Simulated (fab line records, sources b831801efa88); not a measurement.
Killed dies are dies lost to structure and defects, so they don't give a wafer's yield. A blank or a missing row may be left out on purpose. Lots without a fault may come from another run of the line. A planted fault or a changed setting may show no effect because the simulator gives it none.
A struck lot beside a sound one | flow sky130 | 23 steps out of a route of 708
Sound: wafers L256.1, L256.5, L256.6. Struck: wafers L259.1, L259.2, L259.5. The cause comes at the end.
At each step with rows: each side's tool, then ch and its chambers, then its first start. Under that, the readings that differ: sound wafers | struck wafers | difference of the means | sigmas: that difference in standard deviations of wafers without a fault.
alike: readings whose means differ by less than 2 such deviations, and words and numbers that are the same on both sides. not compared: withheld readings, readings that some wafer has no value for, bounds like >300 that may hide the same value, and numbers for which the record gives no deviation and whose values overlap.
The two part at a step that has a row with sigmas, a row that says differs or no value, or rows on one side only. Numbers that don't overlap but have no deviation are shown without sigmas and don't part them. A reading that every wafer of one side lacks parts them only if that side has two wafers or more.

first, 5 steps without rows for these wafers: SKY_VT_ADJUST_NCORE_COAT_02 (resist thk 1140 nm); SKY_VT_ADJUST_NCORE_SOFTBAKE_03 (time 60 s); SKY_VT_ADJUST_NCORE_EXPOSE_04 (exposes mask LVTN COMPLEMENT THIN, target cd 380 nm); SKY_VT_ADJUST_NCORE_PEB_05; SKY_VT_ADJUST_NCORE_DEVELOP_06 (develop time 57.69 s).
SKY_VT_ADJUST_NCORE_CD_MEAS_07: target cd 380 nm.
  sound on cd_sem-01, day 12 10:21; struck on cd_sem-01, day 13 10:53
  alike: cd_nm
SKY_VT_ADJUST_NCORE_OVL_MEAS_08:
  sound on overlay-02, day 12 10:28; struck on overlay-01, day 13 11:01
  alike: VT_ADJUST_NCORE_OVL
then, 1 step without rows for these wafers: SKY_VT_ADJUST_NCORE_IMPLANT_09.
SKY_VT_ADJUST_NCORE_STRIP_10: strips in O2/N2.
  sound on plasma_asher-04 ch 0,1, day 12 10:39; struck on plasma_asher-03 ch 0,1, day 13 11:11
  alike: drypump_motor_current_A, oes_product_au, strip_time_to_endpoint_s
  not compared: rf_hours_counter_h
SKY_VT_ADJUST_NCORE_TW_MEAS_11:
  sound on film_metro-02, day 12 10:45; struck on film_metro-02, day 13 11:17
  alike: VT_ADJUST_NCORE_TW
then, 2 steps without rows for these wafers: SKY_VT_ADJUST_HVTR_DEHYDRATE_00 (time 60 s); SKY_VT_ADJUST_HVTR_HMDS_01 (prime time 60 s).
SKY_VT_ADJUST_HVTR_COAT_02: resist thk 1140 nm.
  sound on litho_track-04 ch 0, day 12 23:11; struck on litho_track-02 ch 0, day 13 23:23
  reading                                             | sound                | struck               | difference | sigmas
  spin_speed_rpm (rpm)                                | 3002.4 3002.8 2999.9 | 3533.1 3535.0 3535.7 | +532.9     | +99 or more
  model.NOVOLAK_of_VT_ADJUST_HVTR_COAT_02.thk_nm (nm) | 1141 1145 1140       | 1049 1049 1051       | -92        |
then, 3 steps without rows for these wafers: SKY_VT_ADJUST_HVTR_SOFTBAKE_03 (time 60 s); SKY_VT_ADJUST_HVTR_EXPOSE_04 (exposes mask HVTRM, target cd 380 nm); SKY_VT_ADJUST_HVTR_PEB_05.
SKY_VT_ADJUST_HVTR_DEVELOP_06: develop time 60 s.
  sound on litho_track-04 ch 0, day 13 11:11; struck on litho_track-01 ch 0, day 14 12:11
  reading                                             | sound          | struck         | difference | sigmas
  model.NOVOLAK_of_VT_ADJUST_HVTR_COAT_02.thk_nm (nm) | 1140 1145 1139 | 1049 1049 1050 | -92        |
SKY_VT_ADJUST_HVTR_CD_MEAS_07: target cd 380 nm.
  sound on cd_sem-01, day 13 11:20; struck on cd_sem-01, day 14 12:22
  reading    | sound             | struck            | difference | sigmas
  cd_nm (nm) | 377.8 381.7 380.5 | 389.7 389.6 389.9 | +9.7       | +4
SKY_VT_ADJUST_HVTR_OVL_MEAS_08:
  sound on overlay-01, day 13 11:28; struck on overlay-01, day 14 12:29
  alike: VT_ADJUST_HVTR_OVL
then, 1 step without rows for these wafers: SKY_VT_ADJUST_HVTR_IMPLANT_09.
SKY_VT_ADJUST_HVTR_STRIP_10: strips in O2/N2.
  sound on plasma_asher-01 ch 0,1, day 13 11:39; struck on plasma_asher-02 ch 0,1, day 14 12:40
  reading                      | sound             | struck            | difference | sigmas
  strip_time_to_endpoint_s (s) | 14.19 14.23 14.19 | 13.14 13.13 13.13 | -1.07      | -27
  alike: drypump_motor_current_A, oes_product_au
  not compared: rf_hours_counter_h
SKY_VT_ADJUST_HVTR_TW_MEAS_11:
  sound on film_metro-03, day 13 11:45; struck on film_metro-04, day 14 12:46
  alike: VT_ADJUST_HVTR_TW
then, 1 step without rows for these wafers: SKY_PAD_OPEN_PROBE_99.

WHERE THEY PART
First at SKY_VT_ADJUST_HVTR_COAT_02; last, within this record, at SKY_VT_ADJUST_HVTR_STRIP_10. Later steps at which nothing parts them and some readings are alike: SKY_VT_ADJUST_HVTR_TW_MEAS_11.

WHY: what the simulator had put in
Process parameter drift: litho_track-02, from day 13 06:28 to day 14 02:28, at SKY_VT_ADJUST_HVTR_COAT_02. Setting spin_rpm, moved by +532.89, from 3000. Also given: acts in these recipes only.
